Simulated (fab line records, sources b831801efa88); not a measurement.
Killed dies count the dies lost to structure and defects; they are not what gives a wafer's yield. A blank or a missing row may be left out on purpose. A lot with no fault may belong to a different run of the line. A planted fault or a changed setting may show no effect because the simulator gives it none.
Chamber matching ; flow gf180mcu ; GF_POLY_GATE_ETCH_13 on rieSi-02 has 4 sister chambers
The step etches poly-Si in HBr/Cl2, stops on SiO2, target depth 198.5 nm, time 69.6 s. 14 wafers are shown with their chamber, then 7 later ones without.

== EACH WAFER AND ITS CHAMBER ==
wafer;chamber;oesProductAu (a.u.);throttleValvePct (%)
L758.1;0;0.998;33.675
L758.2;3;0.991;33.676
L758.6;0;0.984;33.686
L759.1;0;0.988;33.662
L759.3;3;0.994;33.696
L759.5;1;0.992;33.678
L760.1;2;0.998;33.676
L760.2;3;1.003;33.689
L760.5;2;0.997;33.684
L761.1;2;0.996;33.685
L761.2;1;0.994;33.694
L761.5;2;0.985;33.675
L762.2;2;0.988;33.669
L762.4;0;0.990;33.696

SIGNATURES (means of the wafers above)
reading;chamber 0;chamber 1;chamber 2;chamber 3;scatter within a chamber
oesProductAu;0.99000;0.99300;0.99280;0.99600;0.00568
throttleValvePct;33.67975;33.68600;33.67780;33.68700;0.0107
Rule: for a wafer and a chamber, the distance is found by dividing, reading by reading, the gap between the wafer's reading and the chamber's mean by the reading's scatter, squaring, summing and taking the root. The wafer belongs to the nearest chamber; if the next one is less than 2 further off, it can't be placed. The scatter: the root of (the sum of the squares of (reading less its chamber's mean) over the shown wafers, divided by (wafers less chambers)).

== WAFERS WHOSE CHAMBER IS MISSING ==
wafer;oesProductAu (a.u.);throttleValvePct (%)
L762.6;0.995;33.685
L764.3;0.995;33.694
L764.4;0.995;33.660
L764.5;0.999;33.697
L766.1;0.996;33.675
L766.2;1.001;33.688
L766.5;0.999;33.671

== WHICH CHAMBER EACH WENT THROUGH ==
wafer;from the rows above;in truth
L762.6;can't be placed: 3 or 1 or 2 or 0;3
L764.3;can't be placed: 3 or 1 or 2 or 0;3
L764.4;can't be placed: 2 or 0 or 1 or 3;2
L764.5;can't be placed: 3 or 1 or 2 or 0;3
L766.1;can't be placed: 2 or 3 or 0 or 1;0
L766.2;can't be placed: 3 or 1 or 2 or 0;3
L766.5;can't be placed: 2 or 3 or 1 or 0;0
0 of 7 placed correctly. Unplaceable from these rows: 7, with the true chamber sitting among the candidates in 7. 0 placed wrongly.
